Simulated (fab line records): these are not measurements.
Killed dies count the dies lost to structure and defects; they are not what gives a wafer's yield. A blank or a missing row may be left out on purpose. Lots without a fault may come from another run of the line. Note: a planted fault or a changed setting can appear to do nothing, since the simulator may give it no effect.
fab line records    flow sky130    part 1 of 2: steps 1 to 26 of 36
[record] lots = 5  wafers = 15  lastDay = 49
route steps=708 shown METAL2@498 VIA2@507 METAL3@532
lots with no fault: from the same line, run without faults
startH: hours from the record's first day to the start of the lot's first wafer shown    waitH: hours since the lot's step before    " unchanged from the row above    L1.1+2: a row that stands for several wafers    - no value, or no start was given    * or withheld: withheld    < > ~ a bound
route shown NAME@n: a module of which the file shows steps, and the number in the route of the first    usual: mean/standard deviation of fault-free wafers    same: alike in all rows    chamber/n: place in a boat    sites: each site's reading    _std_site: how widely they spread, as a standard deviation    _edge_site: the outer-site mean with the inner-site mean subtracted    radiusMm: for every site, how far away it sits from the centre of the wafer    mask NAME#n: copy n    behind: the tool/chamber that last shaped the wafer    hold: why the lot went on hold/how many hours it stayed there/how the hold came to an end    device: the n, p or np transistor that did not switch    end of line: tests of these same wafers at the route's end    for a step that has no rows: nothing shown but its recipe    killed: count of dies lost to structure and defects at first sort (not the wafer's yield)    map: a wafer's dies, x killed, . not, _ none there
set.NAME: the setting that was run; set.NAME@STEP: the one run at that earlier step    model.NAME: the simulator's own value behind a step, which no gauge read
certain route steps with their lots: each step a table, each wafer a row
services: a tool's chamber out of use, with start hour (startH, from the record's first day; less than 0 if before it), hours out, and reason
[[steps]]
[step SKY_METAL2_CD_MEAS_15]
[recipe] targetCdNm = 140
[usual] cdNm = 140.4/1.5
lot.wafer  tool      chamber  startH  waitH  cdNm
L074.1     cdSem-01  -        821.53  -      140.4
L074.3     "         -        "       "      141.2
L074.6     "         -        "       "      140.2
L086.2     cdSem-02  -        922.05  -      140.8
L086.5     "         -        "       "      141.3
L086.6     "         -        "       "      141.5
L087.1     cdSem-02  -        924.09  -      143.9
L087.3     "         -        "       "      145.3
L087.6     "         -        "       "      144.7
L092.2     cdSem-02  -        959.45  -      140.1
L092.3     "         -        "       "      140.6
L092.6     "         -        "       "      143.4
L094.2     cdSem-01  -        963.71  -      139.5
L094.5     "         -        "       "      141.1
L094.6     "         -        "       "      139.5
[step SKY_METAL2_OVL_MEAS_16]
[usual] METAL2_OVL = -4/7.5
lot.wafer  tool        chamber  startH  waitH  METAL2_OVL[nm]
L074.1     overlay-02  -        821.65  0.1    -6
L074.3     "           -        "       "      1
L074.6     "           -        "       "      -2
L086.2     overlay-01  -        922.16  0.1    -3
L086.5     "           -        "       "      6
L086.6     "           -        "       "      -9
L087.1     overlay-01  -        924.21  0.1    -12
L087.3     "           -        "       "      -7
L087.6     "           -        "       "      -10
L092.2     overlay-01  -        959.56  0.1    5
L092.3     "           -        "       "      -4
L092.6     "           -        "       "      7
L094.2     overlay-01  -        963.82  0.1    -3
L094.5     "           -        "       "      6
L094.6     "           -        "       "      -10
[step SKY_METAL2_DESCUM_17]
[recipe] chemistry = O2  sourcePowerW = 150  biasPowerW = 0  pressureMtorr = 10  tempC = 40  timeS = 8
[usual] drypumpMotorCurrentA = 5.6/0.49  oesProductAu = 0.999/0.011  tempC = 40.01/0.11
lot.wafer  tool         chamber  startH  waitH  drypumpMotorCurrentA  oesProductAu  rfHoursCounterH  tempC
L074.1     rieMetal-02  1        821.69  0.0    5.3                   1.015         14               40.21
L074.3     "            1        "       "      5.3                   1.010         -                40.07
L074.6     "            0        "       "      6.1                   1.009         -                39.96
L086.2     rieMetal-01  1        922.19  0.0    4.8                   0.984         10               39.89
L086.5     "            1        "       "      4.8                   0.988         -                40.10
L086.6     "            0        "       "      5.8                   1.001         -                39.85
L087.1     rieMetal-02  0        924.25  0.0    6.1                   1.006         11               40.01
L087.3     "            0        "       "      6.1                   1.005         -                40.04
L087.6     "            1        "       "      5.3                   1.012         -                40.12
L092.2     rieMetal-04  1        959.59  0.0    5.4                   1.004         10               40.13
L092.3     "            1        "       "      5.4                   1.003         -                40.08
L092.6     "            1        "       "      5.4                   1.002         -                40.10
L094.2     rieMetal-01  0        963.85  0.0    5.8                   1.001         12               40.12
L094.5     "            0        "       "      5.9                   0.998         -                40.02
L094.6     "            1        "       "      4.8                   0.988         -                39.91
[step SKY_METAL2_ETCH_18]
[recipe] chemistry = N2/H2  target = BARC  ionEnergyEv = 200  biasW = 100  pressureMtorr = 30  n2FlowSccm = 100  h2FlowSccm = 200  icpW = 500  stopOn = SiO2  timeS = 45.9  targetDepthA = 600
[usual] drypumpMotorCurrentA = 5.6/0.49  oesProductAu = 0.855/0.0051  throttleValvePct = 13.226/0.0092
lot.wafer  tool         chamber  startH  waitH  drypumpMotorCurrentA  oesProductAu  rfHoursCounterH  throttleValvePct
L074.1     rieMetal-02  1        821.72  0.0    5.3                   0.858         14               13.221
L074.3     "            1        "       "      5.3                   0.853         -                13.235
L074.6     "            0        "       "      6.2                   0.851         -                13.202
L086.2     rieMetal-01  1        922.22  0.0    4.9                   0.862         10               13.226
L086.5     "            1        "       "      4.8                   0.853         -                13.220
L086.6     "            0        "       "      5.8                   0.857         -                13.237
L087.1     rieMetal-02  0        924.28  0.0    6.1                   0.858         11               13.214
L087.3     "            0        "       "      6.1                   0.863         -                13.225
L087.6     "            1        "       "      5.3                   0.851         -                13.228
L092.2     rieMetal-04  1        959.62  0.0    5.4                   0.852         10               13.221
L092.3     "            1        "       "      5.4                   0.847         -                13.230
L092.6     "            1        "       "      5.4                   0.857         -                13.229
L094.2     rieMetal-01  0        963.88  0.0    5.8                   0.855         12               13.228
L094.5     "            0        "       "      5.8                   0.852         -                13.223
L094.6     "            1        "       "      4.8                   0.857         -                13.221
[step SKY_METAL2_METAL_ETCH_19]
[recipe] targetDepthA = 3600  stopOn = SiO2  overEtchFrac = 0.3  timeS = 78  chemistry = Cl2/BCl3  resistSidewallDeg = 88  pressureMtorr = 10  icpW = 900  biasW = 48.5  Cl2_flow_sccm = 60  bcl3FlowSccm = 30
[usual] drypumpMotorCurrentA = 5.6/0.49  oesProductAu = 0.854/0.0063  throttleValvePct = 22.264/0.0081
lot.wafer  tool         chamber  startH  waitH  drypumpMotorCurrentA  oesProductAu  rfHoursCounterH  throttleValvePct
L074.1     rieMetal-02  1        821.78  0.0    5.3                   0.851         14               22.274
L074.3     "            1        "       "      5.3                   0.849         -                22.268
L074.6     "            0        "       "      6.1                   0.853         -                22.265
L086.2     rieMetal-01  1        922.28  0.0    4.8                   0.848         10               22.267
L086.5     "            1        "       "      4.8                   0.848         -                22.280
L086.6     "            0        "       "      5.8                   0.853         -                22.252
L087.1     rieMetal-02  0        924.34  0.0    6.2                   0.849         11               22.262
L087.3     "            0        "       "      6.2                   0.865         -                22.265
L087.6     "            1        "       "      5.3                   0.854         -                22.258
L092.2     rieMetal-04  1        959.68  0.0    5.4                   0.856         10               22.251
L092.3     "            1        "       "      5.4                   0.861         -                22.249
L092.6     "            1        "       "      5.4                   0.848         -                22.284
L094.2     rieMetal-01  0        963.94  0.0    5.8                   0.843         13               22.278
L094.5     "            0        "       "      5.8                   0.851         -                22.269
L094.6     "            1        "       "      4.8                   0.856         -                22.275
[step SKY_METAL2_STRIP_20]
[recipe] chemistry = O2/N2  powerW = 1400  pressureMtorr = 1500  platenTempC = withheld  o2FlowSccm = 3000  n2FlowSccm = 300  overashFraction = 0.5
[usual] drypumpMotorCurrentA = 5.4/0.37  oesProductAu = 0.343/0.0053  stripTimeToEndpointS = 2.70/0.053
lot.wafer  tool            chamber  startH  waitH  drypumpMotorCurrentA  oesProductAu  rfHoursCounterH  stripTimeToEndpointS
L074.1     plasmaAsher-01  0        821.87  0.1    5.8                   0.350         7                2.64
L074.3     "               0        "       "      5.9                   0.333         -                2.65
L074.6     "               0        "       "      5.9                   0.332         -                2.67
L086.2     plasmaAsher-01  0        922.37  0.1    5.8                   0.347         16               2.77
L086.5     "               1        "       "      5.6                   0.338         -                2.78
L086.6     "               0        "       "      5.8                   0.341         -                2.73
L087.1     plasmaAsher-01  0        924.43  0.1    5.8                   0.339         17               2.69
L087.3     "               1        "       "      5.7                   0.350         -                2.69
L087.6     "               1        "       "      5.7                   0.340         -                2.65
L092.2     plasmaAsher-03  0        959.77  0.1    5.6                   0.347         85               2.68
L092.3     "               1        "       "      5.5                   0.347         -                2.68
L092.6     "               1        "       "      5.5                   0.343         -                2.70
L094.2     plasmaAsher-03  0        964.03  0.1    5.6                   0.336         85               2.65
L094.5     "               1        "       "      5.5                   0.343         -                2.68
L094.6     "               0        "       "      5.6                   0.344         -                2.73
[step SKY_METAL2_STRIP_21]
[recipe] chemistry = postEtchResidueRemover  timeS = 1200  tempC = 72.5
[usual] tempC = 72.51/0.13
lot.wafer  tool         chamber  startH  waitH  tempC
L074.1     wetBench-03  0        821.97  0.1    72.44
L074.3     "            0        "       "      72.52
L074.6     "            0        "       "      72.65
L086.2     wetBench-01  3        922.52  0.1    72.44
L086.5     "            3        "       "      72.44
L086.6     "            3        "       "      72.45
L087.1     wetBench-03  1        924.53  0.1    72.36
L087.3     "            1        "       "      72.51
L087.6     "            1        "       "      72.62
L092.2     wetBench-01  1        959.87  0.1    72.71
L092.3     "            1        "       "      72.59
L092.6     "            1        "       "      72.68
L094.2     wetBench-03  2        964.13  0.1    72.62
L094.5     "            2        "       "      72.69
L094.6     "            2        "       "      72.69
[step SKY_METAL2_CLEAN_22]
[recipe] chemistry = IPA  timeS = 180  tempC = 25
[usual] tempC = 25.03/0.1
lot.wafer  tool         chamber  startH  waitH  tempC
L074.1     wetBench-01  3        822.32  0.0    24.98
L074.3     "            3        "       "      25.08
L074.6     "            3        "       "      24.89
L086.2     wetBench-01  0        923.32  0.4    24.98
L086.5     "            0        "       "      24.88
L086.6     "            0        "       "      24.98
L087.1     wetBench-03  3        924.87  0.0    25.15
L087.3     "            3        "       "      25.06
L087.6     "            3        "       "      25.36
L092.2     wetBench-03  3        960.22  0.0    25.10
L092.3     "            3        "       "      25.18
L092.6     "            3        "       "      25.18
L094.2     wetBench-01  3        964.47  0.0    24.97
L094.5     "            3        "       "      25.01
L094.6     "            3        "       "      24.97
[step SKY_METAL2_CLEAN_23]
[recipe] chemistry = O3/DIW  dry = n2Spin
lot.wafer   tool         chamber  startH  waitH
L074.1+3+6  wetBench-02  1        822.37  0.0
L086.2+5+6  wetBench-01  2        923.45  0.1
L087.1+3+6  wetBench-03  3        924.93  0.0
L092.2+3+6  wetBench-01  1        960.27  0.0
L094.2+5+6  wetBench-03  3        964.54  0.0
[step SKY_VIA2_HDPCVD_00]
[recipe] material = SiO2  targetThkNm = 1180  sigmaOpenFrac = 0.3  timeS = 196.7  tempC = 400  sih4FlowSccm = 60  pressureMtorr = 6
lot.wafer   tool       chamber  startH  waitH
L074.1+3+6  hdpcvd-01  0,2,2    822.47  0.0
L086.2+5+6  hdpcvd-02  1,1,2    923.55  0.0
L087.1+3+6  hdpcvd-01  1,2,2    925.02  0.0
L092.2+3+6  hdpcvd-02  2,1,0    960.37  0.0
L094.2+5+6  hdpcvd-02  0,0,2    964.63  0.0
[step SKY_VIA2_THK_MEAS_01]
[recipe] reads = SiO2_of_VIA2_HDPCVD_00
[usual] VIA2_HDPCVD_THK = 1180/11
lot.wafer  tool          chamber  startH  waitH  VIA2_HDPCVD_THK[nm]
L074.1     filmMetro-01  -        822.60  0.1    1174
L074.3     "             -        "       "      1187
L074.6     "             -        "       "      1202
L086.2     filmMetro-02  -        923.69  0.1    1176
L086.5     "             -        "       "      1168
L086.6     "             -        "       "      1181
L087.1     filmMetro-02  -        925.15  0.1    1162
L087.3     "             -        "       "      1169
L087.6     "             -        "       "      1180
L092.2     filmMetro-01  -        960.50  0.1    1177
L092.3     "             -        "       "      1191
L092.6     "             -        "       "      1176
L094.2     filmMetro-01  -        964.77  0.1    1180
L094.5     "             -        "       "      1184
L094.6     "             -        "       "      1191
[step SKY_VIA2_CMP_02]
[recipe] material = SiO2  downForcePsi = 4  platenRpm = 60  padVelocityMS = 0.94248
[usual] motorCurrentA = 12.6/1.2  platenRpm = 60.00/0.038
lot.wafer  tool    chamber  startH  waitH  motorCurrentA  platenRpm
L074.1     cmp-01  1        822.76  0.1    11.7           59.94
L074.3     "       2        "       "      14.8           60.03
L074.6     "       0        "       "      11.5           60.05
L086.2     cmp-01  3        924.10  0.4    13.3           60.04
L086.5     "       0        "       "      11.6           60.00
L086.6     "       1        "       "      12.1           60.01
L087.3     cmp-02  2        925.26  0.1    12.6           60.02
L087.1     "       3        "       "      12.0           60.03
L087.6     "       1        "       "      13.8           60.02
L092.2     cmp-01  2        960.75  0.2    14.6           60.02
L092.3     "       3        "       "      13.6           60.05
L092.6     "       1        "       "      11.9           59.94
L094.2     cmp-02  1        964.87  0.1    12.9           59.95
L094.5     "       0        "       "      10.9           59.94
L094.6     "       1        "       "      13.2           59.93
[step SKY_VIA2_BOW_MEAS_03]
[recipe] mode = bow
[usual] VIA2_BOW = 85/6.7
lot.wafer  tool          chamber  startH  waitH  VIA2_BOW[um]
L074.1     filmMetro-04  -        822.96  0.1    79
L074.3     "             -        "       "      91
L074.6     "             -        "       "      87
L086.2     filmMetro-02  -        924.27  0.1    87
L086.5     "             -        "       "      87
L086.6     "             -        "       "      96
L087.1     filmMetro-02  -        925.51  0.1    83
L087.3     "             -        "       "      84
L087.6     "             -        "       "      81
L092.2     filmMetro-01  -        960.97  0.2    85
L092.3     "             -        "       "      80
L092.6     "             -        "       "      76
L094.2     filmMetro-04  -        965.14  0.2    78
L094.5     "             -        "       "      75
L094.6     "             -        "       "      79
[step SKY_VIA2_DEHYDRATE_04]
[recipe] tempC = 200  timeS = 60
lot.wafer   tool           chamber  startH  waitH
L074.1+3+6  lithoTrack-04  0        834.63  11.7
L086.2+5+6  lithoTrack-01  0        936.27  12.0
L087.1+3+6  lithoTrack-03  0        937.90  12.4
L092.2+3+6  lithoTrack-01  0        972.47  11.5
L094.2+5+6  lithoTrack-01  0        975.92  10.8
[step SKY_VIA2_HMDS_05]
[recipe] primeTimeS = 60  primeTempC = 120
[same] primeTimeS = 60
lot.wafer   tool           chamber  startH  waitH
L074.1+3+6  lithoTrack-04  0        834.78  0.1
L086.2+5+6  lithoTrack-01  0        936.42  0.1
L087.1+3+6  lithoTrack-03  0        938.05  0.1
L092.2+3+6  lithoTrack-01  0        972.62  0.1
L094.2+5+6  lithoTrack-01  0        976.07  0.1
[step SKY_VIA2_COAT_06]
[recipe] resist = BARC  tempC = withheld  timeS = withheld  spinRpm = 3000  resistThkNm = 60
lot.wafer   tool           chamber  startH  waitH
L074.1+3+6  lithoTrack-04  0        834.93  0.1
L086.2+5+6  lithoTrack-01  0        936.57  0.1
L087.1+3+6  lithoTrack-03  0        938.20  0.1
L092.2+3+6  lithoTrack-01  0        972.77  0.1
L094.2+5+6  lithoTrack-01  0        976.22  0.1
[step SKY_VIA2_COAT_07]
[recipe] resist = KrF-thick  spinRpm = 3000  resistThkNm = 450
lot.wafer   tool           chamber  startH  waitH
L074.1+3+6  lithoTrack-04  0        -       -
L086.2+5+6  lithoTrack-01  0        -       -
L087.1+3+6  lithoTrack-03  0        -       -
L092.2+3+6  lithoTrack-01  0        -       -
L094.2+5+6  lithoTrack-01  0        -       -
[step SKY_VIA2_SOFTBAKE_08]
[recipe] tempC = 100  timeS = 90  resist = KrF-thick
lot.wafer   tool           chamber  startH  waitH
L074.1+3+6  lithoTrack-04  0        -       -
L086.2+5+6  lithoTrack-01  0        -       -
L087.1+3+6  lithoTrack-03  0        -       -
L092.2+3+6  lithoTrack-01  0        -       -
L094.2+5+6  lithoTrack-01  0        -       -
[step SKY_VIA2_EXPOSE_09]
[recipe] maskId = VIM2  na = 0.8  sourceShape = annular  sigmaInner = 0.55  sigmaOuter = 0.85  targetCdNm = 200  doseMj = 38
[usual] focusOffsetNm = -0.2/0.56  reticleTempC = 23.00/0.1
[same] sigmaInner = 0.55
lot.wafer  tool           chamber  startH  waitH  mask    focusOffsetNm  reticleTempC
L074.1     krfScanner-01  0        -       -      VIM2#0  -1.1           23.02
L074.3     "              0        "       "      VIM2#0  -0.4           22.85
L074.6     "              0        "       "      VIM2#0  -0.8           22.93
L086.2     krfScanner-02  0        -       -      VIM2#0  -0.5           22.90
L086.5     "              0        "       "      VIM2#0  -0.9           22.99
L086.6     "              0        "       "      VIM2#0  0.5            22.96
L087.1     krfScanner-01  0        -       -      VIM2#0  0.3            22.97
L087.3     "              0        "       "      VIM2#0  0.4            23.01
L087.6     "              0        "       "      VIM2#0  -0.1           23.01
L092.2     krfScanner-01  0        -       -      VIM2#0  0.8            22.90
L092.3     "              0        "       "      VIM2#0  -0.5           23.15
L092.6     "              0        "       "      VIM2#0  -0.7           23.13
L094.2     krfScanner-02  0        -       -      VIM2#0  -0.3           22.97
L094.5     "              0        "       "      VIM2#0  1.0            23.00
L094.6     "              0        "       "      VIM2#0  0.2            22.95
[step SKY_VIA2_PEB_10]
[recipe] pebTempC = withheld  pebTimeS = withheld  resist = KrF-thick
lot.wafer   tool           chamber  startH  waitH
L074.1+3+6  lithoTrack-04  0        -       -
L086.2+5+6  lithoTrack-03  0        -       -
L087.1+3+6  lithoTrack-04  0        -       -
L092.2+3+6  lithoTrack-04  0        -       -
L094.2+5+6  lithoTrack-03  0        -       -
[step SKY_VIA2_DEVELOP_11]
[recipe] developTimeS = 60  resist = KrF-thick  devTempC = 21
lot.wafer   tool           chamber  startH  waitH
L074.1+3+6  lithoTrack-04  0        -       -
L086.2+5+6  lithoTrack-03  0        -       -
L087.1+3+6  lithoTrack-04  0        -       -
L092.2+3+6  lithoTrack-04  0        -       -
L094.2+5+6  lithoTrack-03  0        -       -
[step SKY_VIA2_CD_MEAS_12]
[recipe] targetCdNm = 200
[usual] cdNm = 199.8/1.6
lot.wafer  tool      chamber  startH  waitH  cdNm
L074.1     cdSem-02  -        848.13  -      199.4
L074.3     "         -        "       "      198.9
L074.6     "         -        "       "      198.7
L086.2     cdSem-01  -        948.92  -      200.1
L086.5     "         -        "       "      199.5
L086.6     "         -        "       "      200.5
L087.1     cdSem-02  -        950.53  -      200.9
L087.3     "         -        "       "      199.6
L087.6     "         -        "       "      198.5
L092.2     cdSem-02  -        985.15  -      199.3
L092.3     "         -        "       "      199.9
L092.6     "         -        "       "      200.7
L094.2     cdSem-01  -        988.47  -      198.7
L094.5     "         -        "       "      198.9
L094.6     "         -        "       "      200.1
[step SKY_VIA2_OVL_MEAS_13]
[usual] VIA2_OVL = 2/4.8
lot.wafer  tool        chamber  startH  waitH  VIA2_OVL[nm]
L074.1     overlay-02  -        848.25  0.1    7
L074.3     "           -        "       "      6
L074.6     "           -        "       "      8
L086.2     overlay-02  -        949.02  0.1    3
L086.5     "           -        "       "      4
L086.6     "           -        "       "      2
L087.1     overlay-01  -        950.65  0.1    8
L087.3     "           -        "       "      8
L087.6     "           -        "       "      9
L092.2     overlay-01  -        985.26  0.1    7
L092.3     "           -        "       "      6
L092.6     "           -        "       "      7
L094.2     overlay-01  -        988.57  0.1    9
L094.5     "           -        "       "      6
L094.6     "           -        "       "      10
[step SKY_VIA2_ETCH_14]
[recipe] chemistry = N2/H2  target = BARC  ionEnergyEv = 200  sourceW = 500  biasW = 100  pressureMtorr = 30  n2FlowSccm = 100  h2FlowSccm = 200  stopOn = SiO2  timeS = 45.9  targetDepthA = 600
[usual] drypumpMotorCurrentA = 5.7/0.32  oesProductAu = 0.854/0.0048  throttleValvePct = 13.225/0.0086
lot.wafer  tool        chamber  startH  waitH  drypumpMotorCurrentA  oesProductAu  rfHoursCounterH  throttleValvePct
L074.1     rieDiel-02  3        848.29  0.0    5.5                   0.854         3                13.233
L074.3     "           1        "       "      5.8                   0.852         16               13.228
L074.6     "           0        "       "      5.5                   0.853         -                13.225
L086.2     rieDiel-02  3        949.05  0.0    5.5                   0.855         6                13.223
L086.5     "           2        "       "      5.3                   0.859         -                13.225
L086.6     "           1        "       "      5.8                   0.857         -                13.220
L087.1     rieDiel-02  3        950.69  0.0    5.5                   0.863         6                13.226
L087.3     "           1        "       "      5.8                   0.855         19               13.234
L087.6     "           2        "       "      5.3                   0.866         -                13.232
L092.2     rieDiel-01  3        985.29  0.0    6.1                   0.848         15               13.233
L092.3     "           2        "       "      5.8                   0.855         8                13.233
L092.6     "           2        "       "      5.8                   0.855         -                13.229
L094.2     rieDiel-01  0        988.60  0.0    5.6                   0.842         7                13.241
L094.5     "           1        "       "      6.1                   0.855         -                13.210
L094.6     "           2        "       "      5.9                   0.853         -                13.234
[step SKY_VIA2_ETCH_15]
[recipe] target = SiO2  chemistry = C4F8/O2/Ar  targetDepthNm = 546  stopOn = TiN  maskMaterial = KrF-thick  sourceW = 1500  biasW = 1200  pressureMtorr = 40  c4f8FlowSccm = withheld  O2_flow_sccm = 6  Ar_flow_sccm = 300  timeS = 84
[usual] oesProductAu = 0.940/0.0045
lot.wafer  tool        chamber  startH  waitH  oesProductAu  rfHoursCounterH
L074.1     rieDiel-02  3        848.33  0.0    0.944         3
L074.3     "           1        "       "      0.936         16
L074.6     "           0        "       "      0.938         -
L086.2     rieDiel-02  3        949.09  0.0    0.935         6
L086.5     "           2        "       "      0.940         -
L086.6     "           1        "       "      0.944         -
L087.1     rieDiel-02  3        950.73  0.0    0.938         6
L087.3     "           1        "       "      0.943         19
L087.6     "           2        "       "      0.937         -
L092.2     rieDiel-01  3        985.33  0.0    0.938         16
L092.3     "           2        "       "      0.940         8
L092.6     "           2        "       "      0.937         -
L094.2     rieDiel-01  0        988.64  0.0    0.945         7
L094.5     "           1        "       "      0.933         -
L094.6     "           2        "       "      0.942         -
[step SKY_VIA2_STRIP_16]
[recipe] chemistry = O2/N2  powerW = 1400  pressureMtorr = 1500  platenTempC = withheld  o2FlowSccm = 3000  n2FlowSccm = 300  overashFraction = 0.5
[usual] drypumpMotorCurrentA = 5.6/0.61  oesProductAu = 0.398/0.0047  stripTimeToEndpointS = 4.04/0.037
lot.wafer  tool            chamber  startH  waitH  drypumpMotorCurrentA  oesProductAu  rfHoursCounterH  stripTimeToEndpointS
L074.1     plasmaAsher-04  1        848.39  0.0    5.4                   0.412         103              4.10
L074.3     "               0        "       "      4.7                   0.398         -                4.04
L074.6     "               0        "       "      4.8                   0.392         -                4.05
L086.2     plasmaAsher-04  1        949.16  0.0    5.3                   0.396         114              4.05
L086.5     "               0        "       "      4.7                   0.398         -                4.08
L086.6     "               1        "       "      5.4                   0.395         -                3.97
L087.1     plasmaAsher-03  1        950.79  0.0    5.5                   0.397         84               4.10
L087.3     "               1        "       "      5.5                   0.402         -                4.02
L087.6     "               1        "       "      5.5                   0.406         -                4.09
L092.2     plasmaAsher-03  1        985.39  0.0    5.5                   0.400         87               4.05
L092.3     "               1        "       "      5.5                   0.400         -                4.06
L092.6     "               0        "       "      5.6                   0.398         -                4.05
L094.2     plasmaAsher-02  1        988.71  0.0    6.1                   0.400         55               4.05
L094.5     "               1        "       "      6.0                   0.400         -                4.04
L094.6     "               0        "       "      6.6                   0.405         -                4.07
